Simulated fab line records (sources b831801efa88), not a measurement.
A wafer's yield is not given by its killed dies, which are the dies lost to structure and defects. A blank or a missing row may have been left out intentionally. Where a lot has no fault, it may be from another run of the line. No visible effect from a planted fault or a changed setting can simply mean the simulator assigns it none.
Which of the tools did it?	flow sky130	39 wafers from 13 lots sampled at 6 of the route's 708 steps

## WHAT THE GAUGES SHOWED, per wafer
SKY_DNWELL_TW_MEAS_09.
lot	measured	on	DNWELL_TW
L818	day 3 12:17	film_metro-03	1113 1119 1114
L819	day 3 13:08	film_metro-02	1110 1111 1112
L822	day 4 02:28	film_metro-01	1137 1135 1139
L823	day 4 11:08	film_metro-03	1116 1120 1118
L824	day 4 20:11	film_metro-01	1145 1134 1141
L825	day 4 20:13	film_metro-03	1115 1113 1123
L828	day 5 10:25	film_metro-01	31 31 31
L829	day 5 18:10	film_metro-03	1112 1108 1110
L837	day 7 11:43	film_metro-02	1126 1120 1125
L838	day 7 15:56	film_metro-01	1146 1151 1146
L839	day 7 19:52	film_metro-03	1110 1114 1104
L840	day 8 04:32	film_metro-01	1136 1132 1141
L841	day 8 10:40	film_metro-01	1129 1139 1142

SKY_PWDE_TW_MEAS_10.
lot	measured	on	PWDE_TW
L818	day 4 04:18	film_metro-02	374 372 373
L819	day 4 04:55	film_metro-01	382 382 385
L822	day 4 19:37	film_metro-03	375 376 375
L823	day 5 05:13	film_metro-01	383 380 379
L824	day 5 14:07	film_metro-02	375 374 375
L825	day 5 14:13	film_metro-03	373 373 373
L828	day 6 04:24	film_metro-02	1130 1139 1132
L829	day 6 12:11	film_metro-01	384 385 382
L837	day 8 07:54	film_metro-03	374 376 376
L838	day 8 13:04	film_metro-02	374 374 375
L839	day 8 17:02	film_metro-01	381 382 379
L840	day 9 01:12	film_metro-01	379 381 380
L841	day 9 08:48	film_metro-02	375 374 374

SKY_VT_ADJUST_NCORE_OVL_MEAS_08.
lot	measured	on	VT_ADJUST_NCORE_OVL (nm)
L818	day 8 22:29	overlay-02	-1.3 -3.3 -3.5
L819	day 8 23:29	overlay-02	3.6 2.4 1.9
L822	day 9 15:29	overlay-01	-1.4 -1.7 -1.9
L823	day 10 05:35	overlay-01	-0.4 -0.1 0.2
L824	day 10 14:38	overlay-01	-1.8 -1.0 -3.0
L825	day 10 18:18	overlay-02	0.6 1.6 1.6
L828	day 11 11:05	overlay-01	-3.3 -2.2 -2.5
L829	day 11 20:42	overlay-02	0.4 -1.4 0.5
L837	day 14 02:47	overlay-02	-3.2 -2.1 -1.0
L838	day 14 09:48	overlay-01	-0.9 -0.3 0.2
L839	day 14 14:02	overlay-02	1.2 -0.4 0.9
L840	day 14 22:23	overlay-02	-1.0 -2.2 -1.7
L841	day 15 07:59	overlay-02	-1.2 -0.1 -0.2

SKY_SD_P_CD_MEAS_07: the cd target is 380 nm.
lot	measured	on	cd_nm (nm)
L818	day 25 23:37	cd_sem-01	378.4 378.0 379.5
L819	day 25 21:58	cd_sem-02	384.8 384.4 381.7
L822	day 26 22:35	cd_sem-02	376.3 376.5 373.7
L823	day 27 16:50	cd_sem-01	385.1 384.1 381.5
L824	day 28 02:06	cd_sem-01	380.4 380.8 381.5
L825	day 27 23:49	cd_sem-02	377.5 376.4 381.0
L828	day 29 02:38	cd_sem-02	379.6 379.4 377.6
L829	day 29 07:56	cd_sem-01	383.5 380.0 380.5
L837	day 31 18:20	cd_sem-02	378.6 377.7 378.2
L838	day 32 02:44	cd_sem-02	377.3 378.4 377.4
L839	day 32 06:23	cd_sem-02	381.2 380.2 379.1
L840	day 32 10:02	cd_sem-02	382.6 383.0 382.6
L841	day 32 21:32	cd_sem-01	385.8 384.2 383.3

## EACH LOT AND THE TOOL THAT RAN IT (in order: tool; ch and the chambers of the sampled wafers; start)
lot	SKY_DNWELL_EXPOSE_04	SKY_POLY_GATE_ETCH_15
L818	iline_stepper-01 ch 0, day 3 04:34	rie_diel-02 ch 1,3, day 16 21:13
L819	iline_stepper-01 ch 0, day 3 05:49	rie_diel-03 ch 0,2,3, day 16 21:13
L822	iline_stepper-01 ch 0, day 3 18:05	rie_diel-04 ch 2,3, day 17 23:43
L823	iline_stepper-02 ch 0, day 4 03:11	rie_diel-03 ch 0,3, day 18 17:49
L824	iline_stepper-01 ch 0, day 4 10:41	rie_diel-02 ch 1,2, day 19 03:58
L825	iline_stepper-02 ch 0, day 4 10:55	rie_diel-03 ch 0,1, day 19 01:37
L828	iline_stepper-01 ch 0, day 5 01:28	rie_diel-04 ch 0,2, day 20 04:50
L829	iline_stepper-01 ch 0, day 5 09:30	rie_diel-02 ch 0,1, day 20 10:22
L837	iline_stepper-02 ch 0, day 7 02:34	rie_diel-03 ch 1,2, day 23 02:28
L838	iline_stepper-02 ch 0, day 7 07:09	rie_diel-04 ch 0,1,3, day 23 12:44
L839	iline_stepper-02 ch 0, day 7 10:50	rie_diel-02 ch 0,1,2, day 23 15:53
L840	iline_stepper-02 ch 0, day 7 17:49	rie_diel-03 ch 1,2,3, day 23 21:16
L841	iline_stepper-01 ch 0, day 8 00:20	rie_diel-04 ch 1,2,3, day 24 09:20
- SKY_DNWELL_EXPOSE_04: exposes mask DNM, target cd 3000 nm.
- SKY_POLY_GATE_ETCH_15: etches BARC in N2/H2, stops on SiO2, time 118.5 s, target depth 110 nm.

## AS READ BY THE TOOLS THEMSELVES (means over the sampled wafers that have a number; for cases with no such wafer, the mark the record gives instead)
SKY_POLY_GATE_ETCH_15.
lot	tool	drypump_motor_current_A (A)	oes_product_au (a.u.)	throttle_valve_pct (%)
L818	rie_diel-02	5.9	0.725	13.026
L819	rie_diel-03	6.1	0.723	13.010
L822	rie_diel-04	5.4	0.723	13.021
L823	rie_diel-03	6.2	0.721	13.021
L824	rie_diel-02	5.9	0.724	13.017
L825	rie_diel-03	6.1	0.720	13.016
L828	rie_diel-04	5.3	0.724	13.013
L829	rie_diel-02	6.0	0.726	13.028
L837	rie_diel-03	6.0	0.723	13.008
L838	rie_diel-04	5.4	0.720	13.007
L839	rie_diel-02	6.0	0.723	13.018
L840	rie_diel-03	6.0	0.721	13.025
L841	rie_diel-04	5.2	0.723	13.028

## THE ANSWER, worked out from the rows above alone
Rule: the usual values come from the lots themselves. Put in order of their means at a reading, lots are off if they are a third of the lots or fewer, leave a main group of 4 or more, and stand apart from it by a gap of 3 or more times the standard deviation of the main group's means; of several such gaps the widest counts. Not used: any main group whose means are identical at the precision the tables above print for the reading. Also off: a lot with no number at a reading for which 4 or more lots have one. Any other lot the step has rows for is counted as sound. After the gauges, taken in route order, come the tools' own readings; for these a lot's mean is taken, as printed above. At the first step where some lot is off, the reading lying furthest off is the one used; lots without a number count as furthest.
Off: L828, seen at SKY_DNWELL_TW_MEAS_09 (DNWELL_TW). For the main group the mean is 1125 and the standard deviation 13.
A tool fits if, at a process step before that reading, it ran every lot that is off, and no sound lot after the first of them. Not tried: the gauges at SKY_DNWELL_TW_MEAS_09; whatever is off there is also off at SKY_PWDE_TW_MEAS_10, on other tools, and gauge error can't account for it. None of those tried fits.

## WHAT THE SIMULATOR PUT IN
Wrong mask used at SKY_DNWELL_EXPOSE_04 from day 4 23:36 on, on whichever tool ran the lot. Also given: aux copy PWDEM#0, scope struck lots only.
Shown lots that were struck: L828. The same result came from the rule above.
